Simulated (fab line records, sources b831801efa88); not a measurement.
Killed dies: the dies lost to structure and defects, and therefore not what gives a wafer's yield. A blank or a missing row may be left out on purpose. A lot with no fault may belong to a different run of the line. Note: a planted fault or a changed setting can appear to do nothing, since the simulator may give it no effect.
Problem report, 8D (eight disciplines) form, completed by code / flow sky130 / the parts of the form that need people (team, actions taken, sign-off) are left out

1. THE PROBLEM
Across 3 wafers from 2 lots, VIA4_W_RS at SKY_VIA4_RS_MEAS_19 averages 0.1254 ohm/sq, while fault-free wafers read 0.2143 ohm/sq with a standard deviation of 0.0029. Measured from the usual mean, that is -31 standard deviations.
The step: measures by four-point-probe.
Earliest sighting: wafer L782.1 on film metro-01 at day 46 12:02. The record has a number at this step for 30 wafers belonging to 10 lots. Rule for "out" (also "out of limits"): further than 4 standard deviations from the usual mean. The other wafers with a number count as sound.

2. WHAT IT IS; WHAT IT IS NOT
question=which readings at this step | is=VIA4_W_RS | is not=-
question=which lots | is=L782, L783 | is not=L773, L774, L776, L785, L786, L789, L790, L792
question=which wafers of those lots | is=L782.1, L782.5, L783.5 | is not=L782.2, L783.2, L783.6
question=read on which gauges | is=film metro-01, film metro-04 | is not=film metro-02
question=when | is=from day 46 12:02 | is not=up to then (10 sound wafers); but 17 sound wafers of L783, L785, L786, L789, L790, L792 came after

3. SUSPECTS, AND WHAT RULES EACH OUT
Counting: if a tool at a process step up to the reading ran every lot that is out, it stays a suspect. Sound lots after the first of them don't rule it out here, since some wafers of a struck lot are sound.
- the gauge at SKY_VIA4_RS_MEAS_19: ruled out. Those wafers that are out were read across 2 gauges (film metro-01, film metro-04).
- cvd w-02 at SKY_VIA4_CVD_18 (deposits W, target thk 505 nm, time 152.14 s): kept. Every lot that is out went through it, the first being L782 (day 46 11:53); the last sound lot it ran before that was L776 (day 44 17:29).
Left after counting: cvd w-02 at SKY_VIA4_CVD_18.

4. THE CAUSE (what the simulator had put in)
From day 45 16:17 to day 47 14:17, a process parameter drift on cvd w-02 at SKY_VIA4_CVD_18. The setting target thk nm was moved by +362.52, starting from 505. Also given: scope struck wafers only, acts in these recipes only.
Counting left only this tool.

5. SEQUENCE OF EFFECTS, ordered by route
One row per reading whose mean, taken over the struck wafers that have a number, lies over 3 standard deviations from the usual. Readings are gone through only where the record gives a usual standard deviation; hours: the median, over the lots, of the time from a lot's start at the first step in this table giving one to that lot's start at this step; sigmas: the change measured in usual standard deviations.
hours=0; step=SKY_VIA4_RS_MEAS_19; reading=VIA4_W_RS; usual=0.2143 ohm/sq; on struck wafers=0.1254; change=-0.0889; sigmas=-31
hours=5; step=SKY_VIA4_THK_MEAS_20; reading=VIA4_W_THK; usual=521 nm; on struck wafers=865; change=+344; sigmas=+44
hours=11; step=SKY_VIA4_CMP_21; reading=time to endpoint s; usual=131 s; on struck wafers=222; change=+91; sigmas=+17
Process steps it contains:
- SKY_VIA4_CMP_21: polishes, stops on SiO2, t overpolish 25 s, target thk 0 nm.

6. WHAT WOULD HAVE CAUGHT IT SOONER
The first out-of-limits reading at a measuring or inspecting step in this record came at day 46 12:02, 20 hours after the fault's start at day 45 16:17.
No tool reading at SKY_VIA4_CVD_18 that has a usual standard deviation in the record was out on any struck wafer, so an alarm limit of 4 standard deviations on those readings would not have fired.
Among the 2 lots that are out, L783 began SKY_VIA4_CVD_18 on cvd w-02 after day 46 12:02. Had the tool been put on hold then, it would have been spared.
